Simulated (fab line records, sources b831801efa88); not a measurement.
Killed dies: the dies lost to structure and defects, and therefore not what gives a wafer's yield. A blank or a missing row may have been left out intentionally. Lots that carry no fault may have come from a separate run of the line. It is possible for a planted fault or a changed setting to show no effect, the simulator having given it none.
fab line records / flow sky130
record lots=6 wafers=18 last-day=50
route steps=708 shown PWDE@55 NWELL@56
lots that met no fault: taken from a fault-free run of the same line
start-h: hours from the record's opening day to when the first of the lot's shown wafers began / wait-h: hours since the lot's step before / " repeats the value in the row above / L1.1+2: several wafers, shown together as one row / - value missing, or start not given / * or withheld: withheld / < > ~ a bound
route shown NAME@n: names a module that has steps shown in the file, with the first one's number in the route / usual: mean/standard deviation taken from wafers without a fault / same: alike in all rows / chamber/n: place in a boat / sites: each site's reading / _std_site: their standard deviation / _edge_site: inner sites' mean taken away from outer sites' mean / radius-mm: how far each site lies from the wafer's centre / mask NAME#n: copy n / behind: the last tool/chamber to shape the wafer / hold: what put the lot on hold/how long, in hours/how the hold closed / device: the transistor (n, p or np) that didn't switch / end of line: the tests these same wafers got at the end of their route / a step given without rows: its recipe and nothing more / killed: the dies lost at the first sort to structure and to defects; this is not the yield of the wafer / map: the dies of a wafer, with x for killed, . for not killed, _ for no die there
set.NAME: the run value of the setting; set.NAME@STEP: its run value at that earlier step / model.NAME: the simulator's own value behind a step, which no gauge read
lots at some steps of the route; a table a step, a row a wafer
services: the hour from which a tool's chamber was out of use, counted from the record's first day as start-h (under 0 if before that day), plus the number of hours and why
## steps
# step SKY_PWDE_TW_MEAS_10
# usual PWDE_TW=375.2/2.1
lot.wafer=L735.2 tool=film-metro-02 chamber=- start-h=78.29 wait-h=0.1 PWDE_TW=378.4
lot.wafer=L735.3 tool=film-metro-02 chamber=- start-h=78.29 wait-h=0.1 PWDE_TW=377.3
lot.wafer=L735.5 tool=film-metro-02 chamber=- start-h=78.29 wait-h=0.1 PWDE_TW=376.6
lot.wafer=L749.1 tool=film-metro-03 chamber=- start-h=156.43 wait-h=0.1 PWDE_TW=373.7
lot.wafer=L749.2 tool=film-metro-03 chamber=- start-h=156.43 wait-h=0.1 PWDE_TW=372.0
lot.wafer=L749.6 tool=film-metro-03 chamber=- start-h=156.43 wait-h=0.1 PWDE_TW=374.7
lot.wafer=L750.1 tool=film-metro-03 chamber=- start-h=162.81 wait-h=0.1 PWDE_TW=373.6
lot.wafer=L750.5 tool=film-metro-03 chamber=- start-h=162.81 wait-h=0.1 PWDE_TW=374.1
lot.wafer=L750.6 tool=film-metro-03 chamber=- start-h=162.81 wait-h=0.1 PWDE_TW=374.8
lot.wafer=L751.1 tool=film-metro-03 chamber=- start-h=170.33 wait-h=0.1 PWDE_TW=375.4
lot.wafer=L751.2 tool=film-metro-03 chamber=- start-h=170.33 wait-h=0.1 PWDE_TW=375.6
lot.wafer=L751.4 tool=film-metro-03 chamber=- start-h=170.33 wait-h=0.1 PWDE_TW=377.1
lot.wafer=L755.2 tool=film-metro-02 chamber=- start-h=190.44 wait-h=0.1 PWDE_TW=375.8
lot.wafer=L755.3 tool=film-metro-02 chamber=- start-h=190.44 wait-h=0.1 PWDE_TW=375.6
lot.wafer=L755.4 tool=film-metro-02 chamber=- start-h=190.44 wait-h=0.1 PWDE_TW=376.2
lot.wafer=L754.1 tool=film-metro-03 chamber=- start-h=191.08 wait-h=0.1 PWDE_TW=374.4
lot.wafer=L754.2 tool=film-metro-03 chamber=- start-h=191.08 wait-h=0.1 PWDE_TW=374.3
lot.wafer=L754.6 tool=film-metro-03 chamber=- start-h=191.08 wait-h=0.1 PWDE_TW=375.7
# step SKY_NWELL_DEHYDRATE_03
# recipe temp-c=200 time-s=60
# step SKY_NWELL_HMDS_04
# recipe prime-time-s=60 prime-temp-c=120
# step SKY_NWELL_COAT_05
# recipe spin-rpm=2000 resist-thk-nm=3000
# step SKY_NWELL_SOFTBAKE_06
# recipe temp-c=110 time-s=withheld
# step SKY_NWELL_EXPOSE_07
# recipe mask-id=NWM na=0.6 source-shape=conventional sigma-outer=0.6 polarization=unpolarized target-cd-nm=840 dose-mj=255
# step SKY_NWELL_PEB_08
# recipe temp-c=115 time-s=withheld
# step SKY_NWELL_DEVELOP_09
# recipe wall-angle-deg=90 developer=TMAH develop-time-s=60 dev-temp-c=23
# step SKY_NWELL_OVL_MEAS_10
# usual NWELL_00_OVL=-0.9/1.2
lot.wafer=L735.2 tool=overlay-02 chamber=- start-h=96.20 wait-h=- NWELL_00_OVL[nm]=-2.7
lot.wafer=L735.3 tool=overlay-02 chamber=- start-h=96.20 wait-h=- NWELL_00_OVL[nm]=-1.2
lot.wafer=L735.5 tool=overlay-02 chamber=- start-h=96.20 wait-h=- NWELL_00_OVL[nm]=-1.5
lot.wafer=L749.1 tool=overlay-01 chamber=- start-h=177.58 wait-h=- NWELL_00_OVL[nm]=0.1
lot.wafer=L749.2 tool=overlay-01 chamber=- start-h=177.58 wait-h=- NWELL_00_OVL[nm]=0.1
lot.wafer=L749.6 tool=overlay-01 chamber=- start-h=177.58 wait-h=- NWELL_00_OVL[nm]=-2.0
lot.wafer=L750.1 tool=overlay-01 chamber=- start-h=184.59 wait-h=- NWELL_00_OVL[nm]=0.2
lot.wafer=L750.5 tool=overlay-01 chamber=- start-h=184.59 wait-h=- NWELL_00_OVL[nm]=-0.7
lot.wafer=L750.6 tool=overlay-01 chamber=- start-h=184.59 wait-h=- NWELL_00_OVL[nm]=-0.6
lot.wafer=L751.1 tool=overlay-01 chamber=- start-h=192.34 wait-h=- NWELL_00_OVL[nm]=-1.4
lot.wafer=L751.2 tool=overlay-01 chamber=- start-h=192.34 wait-h=- NWELL_00_OVL[nm]=0.5
lot.wafer=L751.4 tool=overlay-01 chamber=- start-h=192.34 wait-h=- NWELL_00_OVL[nm]=-0.9
lot.wafer=L755.2 tool=overlay-01 chamber=- start-h=211.88 wait-h=- NWELL_00_OVL[nm]=-1.9
lot.wafer=L755.3 tool=overlay-01 chamber=- start-h=211.88 wait-h=- NWELL_00_OVL[nm]=-0.9
lot.wafer=L755.4 tool=overlay-01 chamber=- start-h=211.88 wait-h=- NWELL_00_OVL[nm]=0.1
lot.wafer=L754.1 tool=overlay-01 chamber=- start-h=212.53 wait-h=- NWELL_00_OVL[nm]=-0.4
lot.wafer=L754.2 tool=overlay-01 chamber=- start-h=212.53 wait-h=- NWELL_00_OVL[nm]=-0.5
lot.wafer=L754.6 tool=overlay-01 chamber=- start-h=212.53 wait-h=- NWELL_00_OVL[nm]=-1.3
# step SKY_NWELL_IMPLANT_11
# recipe species=P energy-kev=400 dose-cm2=1.9e+13 tilt-deg=withheld
# step SKY_NWELL_IMPLANT_12
# recipe species=P energy-kev=120 dose-cm2=1.3e+12 tilt-deg=withheld
# step SKY_NWELL_IMPLANT_13
# recipe species=P energy-kev=50 dose-cm2=7e+11 tilt-deg=withheld
# step SKY_NWELL_STRIP_14
# recipe chemistry=O2/N2 power-w=1400 pressure-mtorr=1500 platen-temp-c=withheld o2-flow-sccm=3000 n2-flow-sccm=300 overash-fraction=0.5
# usual chamber-pressure-mTorr=1499.8/1.5 drypump-motor-current-A=5.5/0.4 oes-product-au=0.723/0.0047 strip-time-to-endpoint-s=36.87/0.12
lot.wafer=L735.2 tool=plasma-asher-01 chamber=1 start-h=96.68 wait-h=0.1 chamber-pressure-mTorr=1499.4 drypump-motor-current-A=5.8 oes-product-au=0.717 rf-hours-counter-h=43 strip-time-to-endpoint-s=36.79 model.coat_of_NWELL_COAT_05.thk-nm=0
lot.wafer=L735.3 tool=plasma-asher-01 chamber=1 start-h=96.68 wait-h=0.1 chamber-pressure-mTorr=1501.1 drypump-motor-current-A=5.8 oes-product-au=0.723 rf-hours-counter-h=- strip-time-to-endpoint-s=36.94 model.coat_of_NWELL_COAT_05.thk-nm=0
lot.wafer=L735.5 tool=plasma-asher-01 chamber=0 start-h=96.68 wait-h=0.1 chamber-pressure-mTorr=1498.9 drypump-motor-current-A=5.0 oes-product-au=0.723 rf-hours-counter-h=- strip-time-to-endpoint-s=36.87 model.coat_of_NWELL_COAT_05.thk-nm=0
lot.wafer=L749.1 tool=plasma-asher-03 chamber=0 start-h=178.06 wait-h=0.1 chamber-pressure-mTorr=1499.8 drypump-motor-current-A=5.4 oes-product-au=0.716 rf-hours-counter-h=43 strip-time-to-endpoint-s=36.78 model.coat_of_NWELL_COAT_05.thk-nm=0
lot.wafer=L749.2 tool=plasma-asher-03 chamber=1 start-h=178.06 wait-h=0.1 chamber-pressure-mTorr=1499.3 drypump-motor-current-A=6.1 oes-product-au=0.727 rf-hours-counter-h=43 strip-time-to-endpoint-s=36.85 model.coat_of_NWELL_COAT_05.thk-nm=0
lot.wafer=L749.6 tool=plasma-asher-03 chamber=1 start-h=178.06 wait-h=0.1 chamber-pressure-mTorr=1498.3 drypump-motor-current-A=6.1 oes-product-au=0.725 rf-hours-counter-h=- strip-time-to-endpoint-s=36.84 model.coat_of_NWELL_COAT_05.thk-nm=0
lot.wafer=L750.1 tool=plasma-asher-03 chamber=0 start-h=185.08 wait-h=0.1 chamber-pressure-mTorr=- drypump-motor-current-A=- oes-product-au=- rf-hours-counter-h=- strip-time-to-endpoint-s=- model.coat_of_NWELL_COAT_05.thk-nm=2991
lot.wafer=L750.5 tool=plasma-asher-03 chamber=1 start-h=185.08 wait-h=0.1 chamber-pressure-mTorr=- drypump-motor-current-A=- oes-product-au=- rf-hours-counter-h=- strip-time-to-endpoint-s=- model.coat_of_NWELL_COAT_05.thk-nm=2988
lot.wafer=L750.6 tool=plasma-asher-03 chamber=0 start-h=185.08 wait-h=0.1 chamber-pressure-mTorr=- drypump-motor-current-A=- oes-product-au=- rf-hours-counter-h=- strip-time-to-endpoint-s=- model.coat_of_NWELL_COAT_05.thk-nm=2987
lot.wafer=L751.1 tool=plasma-asher-03 chamber=0 start-h=192.83 wait-h=0.1 chamber-pressure-mTorr=- drypump-motor-current-A=- oes-product-au=- rf-hours-counter-h=- strip-time-to-endpoint-s=- model.coat_of_NWELL_COAT_05.thk-nm=3001
lot.wafer=L751.2 tool=plasma-asher-03 chamber=1 start-h=192.83 wait-h=0.1 chamber-pressure-mTorr=- drypump-motor-current-A=- oes-product-au=- rf-hours-counter-h=- strip-time-to-endpoint-s=- model.coat_of_NWELL_COAT_05.thk-nm=2992
lot.wafer=L751.4 tool=plasma-asher-03 chamber=0 start-h=192.83 wait-h=0.1 chamber-pressure-mTorr=- drypump-motor-current-A=- oes-product-au=- rf-hours-counter-h=- strip-time-to-endpoint-s=- model.coat_of_NWELL_COAT_05.thk-nm=2994
lot.wafer=L755.2 tool=plasma-asher-02 chamber=0 start-h=212.36 wait-h=0.1 chamber-pressure-mTorr=1501.0 drypump-motor-current-A=5.5 oes-product-au=0.718 rf-hours-counter-h=41 strip-time-to-endpoint-s=36.82 model.coat_of_NWELL_COAT_05.thk-nm=0
lot.wafer=L755.3 tool=plasma-asher-02 chamber=1 start-h=212.36 wait-h=0.1 chamber-pressure-mTorr=1501.4 drypump-motor-current-A=5.2 oes-product-au=0.718 rf-hours-counter-h=- strip-time-to-endpoint-s=36.88 model.coat_of_NWELL_COAT_05.thk-nm=0
lot.wafer=L755.4 tool=plasma-asher-02 chamber=0 start-h=212.36 wait-h=0.1 chamber-pressure-mTorr=1499.1 drypump-motor-current-A=5.5 oes-product-au=0.732 rf-hours-counter-h=- strip-time-to-endpoint-s=36.94 model.coat_of_NWELL_COAT_05.thk-nm=0
lot.wafer=L754.1 tool=plasma-asher-03 chamber=1 start-h=213.01 wait-h=0.1 chamber-pressure-mTorr=1501.2 drypump-motor-current-A=6.1 oes-product-au=0.719 rf-hours-counter-h=47 strip-time-to-endpoint-s=36.79 model.coat_of_NWELL_COAT_05.thk-nm=0
lot.wafer=L754.2 tool=plasma-asher-03 chamber=0 start-h=213.01 wait-h=0.1 chamber-pressure-mTorr=1498.8 drypump-motor-current-A=5.4 oes-product-au=0.720 rf-hours-counter-h=47 strip-time-to-endpoint-s=36.78 model.coat_of_NWELL_COAT_05.thk-nm=0
lot.wafer=L754.6 tool=plasma-asher-03 chamber=0 start-h=213.01 wait-h=0.1 chamber-pressure-mTorr=1500.6 drypump-motor-current-A=5.4 oes-product-au=0.716 rf-hours-counter-h=- strip-time-to-endpoint-s=36.92 model.coat_of_NWELL_COAT_05.thk-nm=0
# step SKY_NWELL_TW_MEAS_15
# usual NWELL_TW=1828/12
lot.wafer=L735.2 tool=film-metro-02 chamber=- start-h=96.79 wait-h=0.1 NWELL_TW=1847
lot.wafer=L735.3 tool=film-metro-02 chamber=- start-h=96.79 wait-h=0.1 NWELL_TW=1846
lot.wafer=L735.5 tool=film-metro-02 chamber=- start-h=96.79 wait-h=0.1 NWELL_TW=1861
lot.wafer=L749.1 tool=film-metro-03 chamber=- start-h=178.16 wait-h=0.1 NWELL_TW=1828
lot.wafer=L749.2 tool=film-metro-03 chamber=- start-h=178.16 wait-h=0.1 NWELL_TW=1829
lot.wafer=L749.6 tool=film-metro-03 chamber=- start-h=178.16 wait-h=0.1 NWELL_TW=1823
lot.wafer=L750.1 tool=film-metro-03 chamber=- start-h=185.18 wait-h=0.1 NWELL_TW=1846
lot.wafer=L750.5 tool=film-metro-03 chamber=- start-h=185.18 wait-h=0.1 NWELL_TW=1827
lot.wafer=L750.6 tool=film-metro-03 chamber=- start-h=185.18 wait-h=0.1 NWELL_TW=1831
lot.wafer=L751.1 tool=film-metro-03 chamber=- start-h=192.93 wait-h=0.1 NWELL_TW=1823
lot.wafer=L751.2 tool=film-metro-03 chamber=- start-h=192.93 wait-h=0.1 NWELL_TW=1806
lot.wafer=L751.4 tool=film-metro-03 chamber=- start-h=192.93 wait-h=0.1 NWELL_TW=1816
lot.wafer=L755.2 tool=film-metro-02 chamber=- start-h=212.47 wait-h=0.1 NWELL_TW=1824
lot.wafer=L755.3 tool=film-metro-02 chamber=- start-h=212.47 wait-h=0.1 NWELL_TW=1823
lot.wafer=L755.4 tool=film-metro-02 chamber=- start-h=212.47 wait-h=0.1 NWELL_TW=1827
lot.wafer=L754.1 tool=film-metro-02 chamber=- start-h=213.11 wait-h=0.1 NWELL_TW=1820
lot.wafer=L754.2 tool=film-metro-02 chamber=- start-h=213.11 wait-h=0.1 NWELL_TW=1820
lot.wafer=L754.6 tool=film-metro-02 chamber=- start-h=213.11 wait-h=0.1 NWELL_TW=1818
# step SKY_NWELL_DEHYDRATE_16
# recipe temp-c=200 time-s=60
# step SKY_NWELL_HMDS_17
# recipe prime-time-s=60 prime-temp-c=120
# step SKY_NWELL_COAT_18
# recipe spin-rpm=2000 resist-thk-nm=3000
# step SKY_NWELL_SOFTBAKE_19
# recipe temp-c=110 time-s=withheld
# step SKY_NWELL_EXPOSE_20
# recipe mask-id=NWM_COMPLEMENT na=0.6 source-shape=conventional sigma-outer=0.6 polarization=unpolarized target-cd-nm=840 dose-mj=260
# step SKY_NWELL_PEB_21
# recipe temp-c=115 time-s=withheld
# step SKY_NWELL_DEVELOP_22
# recipe wall-angle-deg=90 developer=TMAH develop-time-s=60 dev-temp-c=23
# step SKY_NWELL_OVL_MEAS_23
# usual NWELL_01_OVL=0.6/1.2
lot.wafer=L735.2 tool=overlay-02 chamber=- start-h=114.73 wait-h=- NWELL_01_OVL[nm]=1.2
lot.wafer=L735.3 tool=overlay-02 chamber=- start-h=114.73 wait-h=- NWELL_01_OVL[nm]=0.6
lot.wafer=L735.5 tool=overlay-02 chamber=- start-h=114.73 wait-h=- NWELL_01_OVL[nm]=1.1
lot.wafer=L749.1 tool=overlay-01 chamber=- start-h=200.09 wait-h=- NWELL_01_OVL[nm]=0.2
lot.wafer=L749.2 tool=overlay-01 chamber=- start-h=200.09 wait-h=- NWELL_01_OVL[nm]=-0.7
lot.wafer=L749.6 tool=overlay-01 chamber=- start-h=200.09 wait-h=- NWELL_01_OVL[nm]=0.7
lot.wafer=L750.1 tool=overlay-01 chamber=- start-h=206.38 wait-h=- NWELL_01_OVL[nm]=0.2
lot.wafer=L750.5 tool=overlay-01 chamber=- start-h=206.38 wait-h=- NWELL_01_OVL[nm]=1.0
lot.wafer=L750.6 tool=overlay-01 chamber=- start-h=206.38 wait-h=- NWELL_01_OVL[nm]=1.9
lot.wafer=L751.1 tool=overlay-01 chamber=- start-h=214.44 wait-h=- NWELL_01_OVL[nm]=0.3
lot.wafer=L751.2 tool=overlay-01 chamber=- start-h=214.44 wait-h=- NWELL_01_OVL[nm]=1.1
lot.wafer=L751.4 tool=overlay-01 chamber=- start-h=214.44 wait-h=- NWELL_01_OVL[nm]=-1.3
lot.wafer=L755.2 tool=overlay-01 chamber=- start-h=234.85 wait-h=- NWELL_01_OVL[nm]=1.6
lot.wafer=L755.3 tool=overlay-01 chamber=- start-h=234.85 wait-h=- NWELL_01_OVL[nm]=1.6
lot.wafer=L755.4 tool=overlay-01 chamber=- start-h=234.85 wait-h=- NWELL_01_OVL[nm]=0.8
lot.wafer=L754.1 tool=overlay-02 chamber=- start-h=235.79 wait-h=- NWELL_01_OVL[nm]=2.3
lot.wafer=L754.2 tool=overlay-02 chamber=- start-h=235.79 wait-h=- NWELL_01_OVL[nm]=3.1
lot.wafer=L754.6 tool=overlay-02 chamber=- start-h=235.79 wait-h=- NWELL_01_OVL[nm]=2.2
# step SKY_NWELL_IMPLANT_24
# recipe species=B energy-kev=140 dose-cm2=9.2e+12 tilt-deg=withheld
# step SKY_NWELL_STRIP_25
# recipe chemistry=O2/N2 power-w=1400 pressure-mtorr=1500 platen-temp-c=withheld o2-flow-sccm=3000 n2-flow-sccm=300 overash-fraction=0.5
# usual chamber-pressure-mTorr=1500.0/1.5 drypump-motor-current-A=5.5/0.39 oes-product-au=0.722/0.0045 strip-time-to-endpoint-s=36.91/0.1
lot.wafer=L735.2 tool=plasma-asher-03 chamber=1 start-h=114.91 wait-h=0.1 chamber-pressure-mTorr=1497.7 drypump-motor-current-A=6.1 oes-product-au=0.723 rf-hours-counter-h=37 strip-time-to-endpoint-s=36.97
lot.wafer=L735.3 tool=plasma-asher-03 chamber=0 start-h=114.91 wait-h=0.1 chamber-pressure-mTorr=1500.7 drypump-motor-current-A=5.4 oes-product-au=0.717 rf-hours-counter-h=- strip-time-to-endpoint-s=37.08
lot.wafer=L735.5 tool=plasma-asher-03 chamber=0 start-h=114.91 wait-h=0.1 chamber-pressure-mTorr=1498.8 drypump-motor-current-A=5.4 oes-product-au=0.720 rf-hours-counter-h=- strip-time-to-endpoint-s=36.96
lot.wafer=L749.1 tool=plasma-asher-03 chamber=1 start-h=200.28 wait-h=0.1 chamber-pressure-mTorr=1499.1 drypump-motor-current-A=6.1 oes-product-au=0.712 rf-hours-counter-h=45 strip-time-to-endpoint-s=36.94
lot.wafer=L749.2 tool=plasma-asher-03 chamber=0 start-h=200.28 wait-h=0.1 chamber-pressure-mTorr=1498.3 drypump-motor-current-A=5.4 oes-product-au=0.724 rf-hours-counter-h=45 strip-time-to-endpoint-s=37.00
lot.wafer=L749.6 tool=plasma-asher-03 chamber=0 start-h=200.28 wait-h=0.1 chamber-pressure-mTorr=1498.0 drypump-motor-current-A=5.4 oes-product-au=0.728 rf-hours-counter-h=- strip-time-to-endpoint-s=36.84
lot.wafer=L750.1 tool=plasma-asher-03 chamber=0 start-h=206.56 wait-h=0.1 chamber-pressure-mTorr=1500.3 drypump-motor-current-A=5.4 oes-product-au=0.741 rf-hours-counter-h=46 strip-time-to-endpoint-s=81.23
lot.wafer=L750.5 tool=plasma-asher-03 chamber=1 start-h=206.56 wait-h=0.1 chamber-pressure-mTorr=1498.5 drypump-motor-current-A=6.1 oes-product-au=0.740 rf-hours-counter-h=- strip-time-to-endpoint-s=81.04
lot.wafer=L750.6 tool=plasma-asher-03 chamber=0 start-h=206.56 wait-h=0.1 chamber-pressure-mTorr=1500.8 drypump-motor-current-A=5.4 oes-product-au=0.738 rf-hours-counter-h=- strip-time-to-endpoint-s=80.90
lot.wafer=L751.1 tool=plasma-asher-02 chamber=1 start-h=214.63 wait-h=0.1 chamber-pressure-mTorr=1502.2 drypump-motor-current-A=5.2 oes-product-au=0.736 rf-hours-counter-h=41 strip-time-to-endpoint-s=81.18
lot.wafer=L751.2 tool=plasma-asher-02 chamber=0 start-h=214.63 wait-h=0.1 chamber-pressure-mTorr=1502.3 drypump-motor-current-A=5.4 oes-product-au=0.735 rf-hours-counter-h=41 strip-time-to-endpoint-s=81.06
lot.wafer=L751.4 tool=plasma-asher-02 chamber=1 start-h=214.63 wait-h=0.1 chamber-pressure-mTorr=1499.0 drypump-motor-current-A=5.2 oes-product-au=0.738 rf-hours-counter-h=- strip-time-to-endpoint-s=81.09
lot.wafer=L755.2 tool=plasma-asher-01 chamber=0 start-h=235.03 wait-h=0.1 chamber-pressure-mTorr=1500.3 drypump-motor-current-A=5.0 oes-product-au=0.732 rf-hours-counter-h=12 strip-time-to-endpoint-s=36.65
lot.wafer=L755.3 tool=plasma-asher-01 chamber=1 start-h=235.03 wait-h=0.1 chamber-pressure-mTorr=1499.4 drypump-motor-current-A=5.8 oes-product-au=0.720 rf-hours-counter-h=- strip-time-to-endpoint-s=36.79
lot.wafer=L755.4 tool=plasma-asher-01 chamber=0 start-h=235.03 wait-h=0.1 chamber-pressure-mTorr=1500.6 drypump-motor-current-A=5.0 oes-product-au=0.720 rf-hours-counter-h=- strip-time-to-endpoint-s=36.75
lot.wafer=L754.1 tool=plasma-asher-03 chamber=1 start-h=235.98 wait-h=0.1 chamber-pressure-mTorr=1499.5 drypump-motor-current-A=6.2 oes-product-au=0.725 rf-hours-counter-h=49 strip-time-to-endpoint-s=36.91
lot.wafer=L754.2 tool=plasma-asher-03 chamber=0 start-h=235.98 wait-h=0.1 chamber-pressure-mTorr=1499.9 drypump-motor-current-A=5.4 oes-product-au=0.718 rf-hours-counter-h=49 strip-time-to-endpoint-s=36.91
lot.wafer=L754.6 tool=plasma-asher-03 chamber=1 start-h=235.98 wait-h=0.1 chamber-pressure-mTorr=1500.0 drypump-motor-current-A=6.2 oes-product-au=0.725 rf-hours-counter-h=- strip-time-to-endpoint-s=36.93
# step SKY_NWELL_TW_MEAS_26
# usual NWELL_2_TW=497/3.1
lot.wafer=L735.2 tool=film-metro-02 chamber=- start-h=115.02 wait-h=0.1 NWELL_2_TW=503
lot.wafer=L735.3 tool=film-metro-02 chamber=- start-h=115.02 wait-h=0.1 NWELL_2_TW=504
lot.wafer=L735.5 tool=film-metro-02 chamber=- start-h=115.02 wait-h=0.1 NWELL_2_TW=501
lot.wafer=L749.1 tool=film-metro-03 chamber=- start-h=200.38 wait-h=0.1 NWELL_2_TW=497
lot.wafer=L749.2 tool=film-metro-03 chamber=- start-h=200.38 wait-h=0.1 NWELL_2_TW=494
lot.wafer=L749.6 tool=film-metro-03 chamber=- start-h=200.38 wait-h=0.1 NWELL_2_TW=498
lot.wafer=L750.1 tool=film-metro-01 chamber=- start-h=206.66 wait-h=0.1 NWELL_2_TW=30
lot.wafer=L750.5 tool=film-metro-01 chamber=- start-h=206.66 wait-h=0.1 NWELL_2_TW=30
lot.wafer=L750.6 tool=film-metro-01 chamber=- start-h=206.66 wait-h=0.1 NWELL_2_TW=30
lot.wafer=L751.1 tool=film-metro-03 chamber=- start-h=214.73 wait-h=0.1 NWELL_2_TW=30
lot.wafer=L751.2 tool=film-metro-03 chamber=- start-h=214.73 wait-h=0.1 NWELL_2_TW=30
lot.wafer=L751.4 tool=film-metro-03 chamber=- start-h=214.73 wait-h=0.1 NWELL_2_TW=30
lot.wafer=L755.2 tool=film-metro-03 chamber=- start-h=235.14 wait-h=0.1 NWELL_2_TW=499
lot.wafer=L755.3 tool=film-metro-03 chamber=- start-h=235.14 wait-h=0.1 NWELL_2_TW=501
lot.wafer=L755.4 tool=film-metro-03 chamber=- start-h=235.14 wait-h=0.1 NWELL_2_TW=503
lot.wafer=L754.1 tool=film-metro-02 chamber=- start-h=236.08 wait-h=0.1 NWELL_2_TW=505
lot.wafer=L754.2 tool=film-metro-02 chamber=- start-h=236.08 wait-h=0.1 NWELL_2_TW=501
lot.wafer=L754.6 tool=film-metro-02 chamber=- start-h=236.08 wait-h=0.1 NWELL_2_TW=500
# step SKY_NWELL_CLEAN_27
# recipe chemistry=SC1/SC2 mix=1:4:20 temp-c=70 time-s=150 dry=n2-spin
## services
tool=plasma-asher-01 chamber=- start-h=108.75 hours=9.0 kind=pm
tool=plasma-asher-01 chamber=0 start-h=108.75 hours=9.0 kind=vent-cycle
tool=plasma-asher-01 chamber=1 start-h=108.75 hours=9.0 kind=vent-cycle
tool=plasma-asher-01 chamber=0 start-h=117.75 hours=- kind=clean
tool=plasma-asher-01 chamber=1 start-h=117.75 hours=- kind=clean
tool=plasma-asher-02 chamber=- start-h=181.92 hours=0.7 kind=repair
tool=plasma-asher-02 chamber=- start-h=197.13 hours=12.9 kind=repair
## key
first-sign step=SKY_NWELL_STRIP_14 reading=tool-record direction=missing
effect step=SKY_NWELL_STRIP_25 reading=strip-time-to-endpoint-s direction=up sigmas=99+ usual=* struck=*
effect step=SKY_NWELL_TW_MEAS_26 reading=NWELL_2_TW direction=down sigmas=99+ usual=497 struck=30
model-effect step=SKY_NWELL_STRIP_14 value=coat_of_NWELL_COAT_05.thk-nm without=0 struck=2992
met-at SKY_NWELL_STRIP_14
struck-wafers L750.1,L750.5,L750.6,L751.1,L751.2,L751.4
sort-left-out L750.1,L750.5,L750.6,L751.1,L751.2,L751.4
tester-left-out L750,L751
onset-between 178.06 185.08
fault kind=skipped-step-whole tool=plasma-asher-03 chamber=- onset-h=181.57 steps=SKY_NWELL_STRIP_14 scope=struck-lots-only
# tester-left-out: of these lots the tester's yield and bins aren't shown, on N5 and GAA mostly nor the transistor test; their killed dies are dies lost to structure and defects alone, not to doping, threshold or leakage, so they don't give the yield
# sort-left-out: the simulated sort isn't trusted on such a fault, so these wafers' sort isn't shown, and their yield isn't known
